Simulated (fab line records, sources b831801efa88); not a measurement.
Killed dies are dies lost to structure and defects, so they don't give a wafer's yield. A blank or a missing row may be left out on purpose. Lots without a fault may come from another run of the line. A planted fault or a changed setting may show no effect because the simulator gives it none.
fab line records | flow gf180mcu
record lots=14 wafers=42 last_day=34
route steps=602 shown MIM@505 TOP_METAL@583
lots that met no fault: from a run of the same line without faults
start_h: hours from the record's first day to the start of the lot's first wafer shown | wait_h: hours since the lot's step before | " the same as in the row above | L1.1+2: a row that stands for several wafers | - no value, or no start given | * or withheld: withheld | < > ~ a bound
route shown NAME@n: a module of which the file shows steps, and the number in the route of the first | usual: mean/standard deviation of fault-free wafers | same: alike in all rows | chamber/n: place in a boat | sites: the reading at each site | _std_site: their standard deviation | _edge_site: outer sites' mean less inner sites' | radius_mm: how far each site lies from the wafer's centre | mask NAME#n: copy n | behind: the tool/chamber that last shaped the wafer | hold: why the lot was held/for how many hours/how that ended | device: the transistor (n, p or np) that didn't switch | end of line: the same wafers' tests at the end of the route | a step without rows: its recipe alone | killed: dies lost to structure and defects at the first sort, not the wafer's yield | map: a wafer's dies, x killed, . not, _ none there
set.NAME: the setting as run; set.NAME@STEP: as run at that earlier step | model.NAME: the simulator's own value behind a step, which no gauge read
steps of the route over a sample of lots; a table a step, a row a wafer
services: from which hour (start_h, from the record's first day; less than 0 if before it) a tool's chamber was out of use, for how many hours, and why
## steps
# step GF_MIM_SPUTTER_02
# recipe material=AlCu target_thk_nm=450 power_w=10600 time_s=23.9 chamber_pressure_pa=0.4
# usual cathode_dc_power_W=10600/1.8 throttle_valve_pct=29.8/1.2
# columns lot.wafer tool chamber start_h wait_h cathode_dc_power_W throttle_valve_pct
L569.1 pvd_sputter-01 - 565.08 0.0 10604 31.1
L569.4 " - " " 10597 29.8
L569.6 " - " " 10600 31.0
L570.1 pvd_sputter-02 - 578.20 0.0 10600 26.6
L570.2 " - " " 10598 28.2
L570.5 " - " " 10600 26.4
L571.1 pvd_sputter-01 - 580.27 0.0 10599 29.9
L571.3 " - " " 10602 29.4
L571.6 " - " " 10599 30.0
L572.1 pvd_sputter-02 - 591.77 0.0 10601 28.3
L572.5 " - " " 10601 26.4
L572.6 " - " " 10601 30.4
L574.1 pvd_sputter-01 - 606.90 0.0 10602 30.0
L574.4 " - " " 10599 30.1
L574.6 " - " " 10599 31.2
L576.3 pvd_sputter-02 - 619.65 0.0 10598 26.4
L576.4 " - " " 10599 28.3
L576.5 " - " " 10600 28.7
L577.3 pvd_sputter-01 - 630.45 0.0 10601 30.0
L577.5 " - " " 10602 29.8
L577.6 " - " " 10600 29.5
L578.2 pvd_sputter-01 - 638.48 0.0 10598 29.8
L578.4 " - " " 10598 30.0
L578.5 " - " " 10602 31.2
L579.2 pvd_sputter-01 - 644.49 0.0 10602 29.6
L579.4 " - " " 10601 31.3
L579.6 " - " " 10595 29.8
L580.1 pvd_sputter-03 - 652.72 0.0 10597 28.5
L580.2 " - " " 10600 29.4
L580.3 " - " " 10601 31.0
L586.1 pvd_sputter-02 - 699.79 0.0 10600 28.2
L586.5 " - " " 10599 30.0
L586.6 " - " " 10597 26.4
L587.1 pvd_sputter-01 - 701.66 0.0 10602 30.2
L587.3 " - " " 10602 29.8
L587.5 " - " " 10598 31.4
L589.1 pvd_sputter-03 - 709.14 0.0 10603 31.2
L589.2 " - " " 10598 29.5
L589.6 " - " " 10603 30.8
L592.4 pvd_sputter-01 - 731.21 0.0 10599 30.0
L592.5 " - " " 10602 29.8
L592.6 " - " " 10600 29.8
# step GF_MIM_CVD_05
# recipe material=Si3N4 target_thk_nm=42 temp_max_c=400 temp_c=385 time_s=29.086 rf_w=450
# usual heater_power_w=637/88 susceptor_temp_C=385.00/0.23
# columns lot.wafer tool chamber start_h wait_h heater_power_w susceptor_temp_C
L569.1 pecvd-01 1 565.17 0.0 746 385.13
L569.4 " 2 " " 745 384.69
L569.6 " 0 " " 673 384.74
L570.1 pecvd-03 0 578.29 0.0 564 384.97
L570.2 " 2 " " 806 385.37
L570.5 " 2 " " 652 385.36
L571.1 pecvd-04 1 580.36 0.0 579 385.04
L571.3 " 2 " " 546 385.08
L571.6 " 0 " " 444 385.34
L572.1 pecvd-04 1 591.86 0.0 609 384.81
L572.5 " 2 " " 532 384.85
L572.6 " 1 " " 621 384.75
L574.1 pecvd-04 0 606.99 0.0 480 384.78
L574.4 " 2 " " 493 385.01
L574.6 " 0 " " 486 384.93
L576.3 pecvd-04 2 619.74 0.0 518 384.65
L576.4 " 1 " " 640 384.89
L576.5 " 2 " " 516 384.93
L577.3 pecvd-01 2 630.54 0.0 674 384.92
L577.5 " 1 " " 701 385.11
L577.6 " 2 " " 669 385.07
L578.2 pecvd-03 1 638.57 0.0 639 385.05
L578.4 " 2 " " 726 385.17
L578.5 " 1 " " 626 384.67
L579.2 pecvd-03 0 644.58 0.0 549 384.65
L579.4 " 2 " " 728 384.80
L579.6 " 0 " " 571 385.14
L580.1 pecvd-01 1 652.81 0.0 713 384.95
L580.2 " 2 " " 787 385.29
L580.3 " 0 " " 698 385.26
L586.1 pecvd-03 0 699.88 0.0 616 384.90
L586.5 " 2 " " 778 385.19
L586.6 " 1 " " 599 384.77
L587.1 pecvd-03 1 701.76 0.0 626 385.20
L587.3 " 2 " " 674 385.25
L587.5 " 2 " " 657 385.04
L589.1 pecvd-01 1 709.23 0.0 695 385.18
L589.2 " 2 " " 768 384.89
L589.6 " 0 " " 626 385.13
L592.4 pecvd-01 1 731.31 0.0 637 385.24
L592.5 " 0 " " 596 385.03
L592.6 " 2 " " 799 385.10
# step GF_MIM_THK_MEAS_06
# recipe reads=Si3N4_of_MIM_CVD_05
# usual MIM_CVD_05_THK=41.8/0.69
# columns lot.wafer tool chamber start_h wait_h MIM_CVD_05_THK[nm]
L569.1 film_metro-03 - 565.20 0.0 40.9
L569.4 " - " " 41.2
L569.6 " - " " 41.0
L570.1 film_metro-02 - 578.32 0.0 42.3
L570.2 " - " " 42.6
L570.5 " - " " 43.1
L571.1 film_metro-02 - 580.39 0.0 42.0
L571.3 " - " " 42.2
L571.6 " - " " 41.5
L572.1 film_metro-02 - 591.89 0.0 41.7
L572.5 " - " " 43.4
L572.6 " - " " 42.6
L574.1 film_metro-03 - 607.02 0.0 41.4
L574.4 " - " " 43.0
L574.6 " - " " 42.0
L576.3 film_metro-02 - 619.80 0.0 42.8
L576.4 " - " " 42.5
L576.5 " - " " 42.9
L577.3 film_metro-02 - 630.59 0.0 41.7
L577.5 " - " " 42.0
L577.6 " - " " 42.2
L578.2 film_metro-04 - 638.62 0.0 42.0
L578.4 " - " " 42.4
L578.5 " - " " 42.1
L579.2 film_metro-02 - 644.63 0.0 40.9
L579.4 " - " " 42.5
L579.6 " - " " 42.2
L580.1 film_metro-04 - 652.84 0.0 41.5
L580.2 " - " " 41.9
L580.3 " - " " 40.8
L586.1 film_metro-04 - 699.91 0.0 41.0
L586.5 " - " " 42.3
L586.6 " - " " 41.7
L587.1 film_metro-03 - 701.79 0.0 41.0
L587.3 " - " " 42.1
L587.5 " - " " 42.5
L589.1 film_metro-02 - 709.26 0.0 42.0
L589.2 " - " " 41.3
L589.6 " - " " 41.4
L592.4 film_metro-03 - 731.41 0.1 41.9
L592.5 " - " " 41.1
L592.6 " - " " 41.7
# step GF_TOP_METAL_METAL_ETCH_16
# recipe chemistry=Cl2/BCl3 mask_material=NOVOLAK target_depth_nm=1197 stop_on=SiO2 pressure_mtorr=8 icp_w=800 bias_w=140 Cl2_flow_sccm=80 bcl3_flow_sccm=40 time_s=199.5
# usual drypump_motor_current_A=5.5/0.5 oes_product_au=0.990/0.0061 throttle_valve_pct=28.230/0.0087
# columns lot.wafer tool chamber start_h wait_h drypump_motor_current_A oes_product_au rf_hours_counter_h throttle_valve_pct
L569.1 rie_metal-04 0 652.43 0.0 5.6 0.986 5 28.229
L569.4 " 0 " " 5.5 0.984 - 28.237
L569.6 " 1 " " 6.3 0.985 - 28.229
L570.1 rie_metal-03 1 663.96 0.0 5.9 0.989 4 28.250
L570.2 " 0 " " 4.7 0.996 11 28.231
L570.5 " 1 " " 5.8 0.986 - 28.232
L571.1 rie_metal-03 1 666.21 0.0 5.9 0.989 4 28.226
L571.3 " 1 " " 5.9 0.989 - 28.243
L571.6 " 0 " " 4.7 0.993 - 28.228
L572.1 rie_metal-03 1 675.23 0.0 5.8 0.993 4 28.246
L572.5 " 1 " " 5.9 0.987 - 28.241
L572.6 " 0 " " 4.7 0.990 - 28.240
L574.1 rie_metal-04 0 689.48 0.0 5.5 0.987 6 28.219
L574.4 " 1 " " 6.3 0.980 - 28.226
L574.6 " 0 " " 5.5 0.982 - 28.230
L576.3 rie_metal-04 1 700.77 0.1 6.3 0.829 - 28.405
L576.4 " 0 " " 5.5 0.824 - 28.407
L576.5 " 1 " " 6.3 0.823 - 28.416
L577.3 rie_metal-02 0 710.99 0.1 5.3 0.989 - 28.221
L577.5 " 1 " " 5.3 1.001 - 28.227
L577.6 " 0 " " 5.4 0.991 - 28.225
L578.2 rie_metal-04 1 718.58 0.0 6.2 0.823 3 28.409
L578.4 " 0 " " 5.5 0.830 - 28.416
L578.5 " 1 " " 6.2 0.821 - 28.408
L579.2 rie_metal-02 0 723.53 0.0 5.4 0.991 12 28.230
L579.4 " 0 " " 5.4 0.992 - 28.215
L579.6 " 0 " " 5.3 0.989 - 28.218
L580.1 rie_metal-02 1 730.92 0.0 5.3 0.996 14 28.234
L580.2 " 0 " " 5.3 0.991 12 28.216
L580.3 " 0 " " 5.3 0.982 - 28.221
L586.1 rie_metal-03 1 773.02 0.0 5.9 0.987 9 28.240
L586.5 " 1 " " 5.9 0.983 - 28.230
L586.6 " 0 " " 4.7 1.004 - 28.228
L587.1 rie_metal-02 1 773.06 0.0 5.3 0.995 17 28.225
L587.3 " 1 " " 5.3 0.993 - 28.230
L587.5 " 1 " " 5.3 0.994 - 28.241
L589.1 rie_metal-03 1 780.18 0.0 5.9 0.983 9 28.237
L589.2 " 0 " " 4.7 0.989 17 28.221
L589.6 " 1 " " 5.9 0.988 - 28.229
L592.4 rie_metal-03 1 799.29 0.1 5.9 0.975 - 28.209
L592.5 " 0 " " 4.7 0.983 - 28.232
L592.6 " 1 " " 5.9 0.988 - 28.226
# step GF_TOP_METAL_STRIP_17
# recipe chemistry=O2/N2 power_w=1400 pressure_mtorr=1500 platen_temp_c=250 o2_flow_sccm=3000 n2_flow_sccm=300 overash_fraction=0.5
# usual drypump_motor_current_A=5.5/0.77 heater_power_w=294/22 o2_flow_sccm=2998/8.6 oes_product_au=0.710/0.0045 strip_time_to_endpoint_s=12.92/0.08
# same overash_fraction=0.5
# columns lot.wafer tool chamber start_h wait_h drypump_motor_current_A heater_power_w o2_flow_sccm oes_product_au rf_hours_counter_h strip_time_to_endpoint_s
L569.1 plasma_asher-01 0 652.62 0.1 6.4 311 2997 0.716 24 12.99
L569.4 " 1 " " 4.9 294 2990 0.713 - 12.91
L569.6 " 1 " " 4.9 283 2992 0.712 - 12.99
L570.1 plasma_asher-01 1 664.15 0.1 4.9 291 2996 0.707 25 12.99
L570.2 " 0 " " 6.4 317 2998 0.716 25 12.88
L570.5 " 0 " " 6.4 317 2994 0.711 - 12.93
L571.1 plasma_asher-01 0 666.40 0.1 6.4 320 3004 0.716 25 13.08
L571.3 " 0 " " 6.4 309 3009 0.713 - 13.00
L571.6 " 1 " " 4.9 295 2985 0.721 - 12.90
L572.1 plasma_asher-01 0 675.42 0.1 6.3 310 2994 0.712 26 12.92
L572.5 " 1 " " 4.9 302 2999 0.706 - 13.00
L572.6 " 0 " " 6.3 307 3004 0.711 - 12.97
L574.1 plasma_asher-04 1 689.67 0.1 5.1 262 2999 0.714 106 12.94
L574.4 " 1 " " 5.1 256 2989 0.706 - 13.04
L574.6 " 1 " " 5.1 261 3003 0.714 - 12.94
L576.3 plasma_asher-02 1 700.93 0.1 6.6 266 2986 0.704 - 14.47
L576.4 " 0 " " 4.8 309 3000 0.699 - 14.44
L576.5 " 1 " " 6.6 269 2995 0.711 - 14.53
L577.3 plasma_asher-01 1 711.15 0.1 4.9 292 2992 0.710 - 12.84
L577.5 " 1 " " 4.9 291 3001 0.709 - 12.82
L577.6 " 0 " " 6.3 311 3002 0.705 - 12.79
L578.2 plasma_asher-02 1 718.77 0.1 6.6 265 3010 0.707 64 14.46
L578.4 " 0 " " 4.8 301 2996 0.702 - 14.39
L578.5 " 0 " " 4.8 308 3012 0.711 - 14.47
L579.2 plasma_asher-04 1 723.72 0.1 5.1 257 2994 0.715 109 12.92
L579.4 " 1 " " 5.1 252 2990 0.713 - 12.91
L579.6 " 0 " " 4.7 318 2990 0.715 - 12.93
L580.1 plasma_asher-02 1 731.12 0.1 6.6 270 3012 0.707 65 12.78
L580.2 " 0 " " 4.8 308 2990 0.707 65 12.93
L580.3 " 1 " " 6.5 272 2995 0.714 - 12.94
L586.1 plasma_asher-04 1 773.22 0.1 5.2 272 3013 0.717 3 12.87
L586.5 " 0 " " 4.7 321 2991 0.704 - 12.92
L586.6 " 1 " " 5.2 270 3000 0.711 - 12.89
L587.1 plasma_asher-01 1 773.44 0.3 4.9 302 2983 0.722 36 12.83
L587.3 " 1 " " 4.9 288 2984 0.709 - 12.90
L587.5 " 1 " " 4.9 293 2990 0.715 - 12.83
L589.1 plasma_asher-01 0 780.37 0.1 6.4 315 2990 0.710 37 13.02
L589.2 " 1 " " 4.9 297 2991 0.714 37 13.08
L589.6 " 0 " " 6.4 318 2995 0.715 - 13.02
L592.4 plasma_asher-01 0 799.45 0.1 6.3 312 2990 0.710 - 12.90
L592.5 " 0 " " 6.3 319 3005 0.716 - 12.97
L592.6 " 1 " " 4.9 289 3000 0.715 - 12.91
## services
# columns tool chamber start_h hours kind
pecvd-04 - 550.89 1.3 repair
pecvd-01 - 556.28 0.5 repair
pecvd-03 - 591.12 14.0 pm
pvd_sputter-03 - 600.52 3.6 repair
rie_metal-03 0 624.65 2.6 repair
plasma_asher-04 - 634.19 2.5 repair
pecvd-04 1 636.28 7.4 repair
rie_metal-03 0 639.35 8.0 repair
pvd_sputter-03 - 644.63 0.8 repair
pecvd-03 - 655.82 0.6 repair
rie_metal-02 - 655.94 0.7 repair
pvd_sputter-01 3 660.81 - consumable_replace:kit
pvd_sputter-01 3 660.81 18.0 scheduled_down
plasma_asher-01 - 688.89 3.6 repair
pvd_sputter-03 - 696.55 4.2 repair
pecvd-03 0 704.79 8.5 repair
rie_metal-02 - 715.50 0.4 repair
plasma_asher-04 - 733.75 9.0 pm
pecvd-04 1 738.48 17.8 repair
rie_metal-04 - 750.04 0.7 repair
plasma_asher-02 - 755.86 1.3 repair
pecvd-03 - 771.70 0.4 repair
rie_metal-02 - 775.73 2.8 pm
pecvd-03 1 791.78 3.5 repair
## key
first_sign step=GF_TOP_METAL_METAL_ETCH_16 reading=oes_product_au direction=down sigmas=27 usual=0.990 struck=0.825
effect step=GF_TOP_METAL_METAL_ETCH_16 reading=throttle_valve_pct direction=up sigmas=21 usual=28.230 struck=28.410
effect step=GF_TOP_METAL_STRIP_17 reading=strip_time_to_endpoint_s direction=up sigmas=19 usual=* struck=*
met_at GF_TOP_METAL_METAL_ETCH_16
struck_lots L576,L578
later_rows_left_out L576.3,L576.4,L576.5,L578.2,L578.4,L578.5
sort_left_out L576.3,L576.4,L576.5,L578.2,L578.4,L578.5
not_acting_at GF_MIM_SPUTTER_02,GF_MIM_CVD_05,GF_MIM_THK_MEAS_06
onset_between 689.48 700.77
fault kind=process_parameter_drift tool=rie_metal-04 chamber=- onset_h=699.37 steps=GF_TOP_METAL_METAL_ETCH_16 channel=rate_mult offset=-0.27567 shape=step end_h=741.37
# sort_left_out: the simulated sort isn't trusted on such a fault, so these wafers' sort isn't shown, and their yield isn't known
# later_rows_left_out: the simulator's readings of these wafers behind a module that went badly wrong aren't trusted and aren't shown, but for the sort
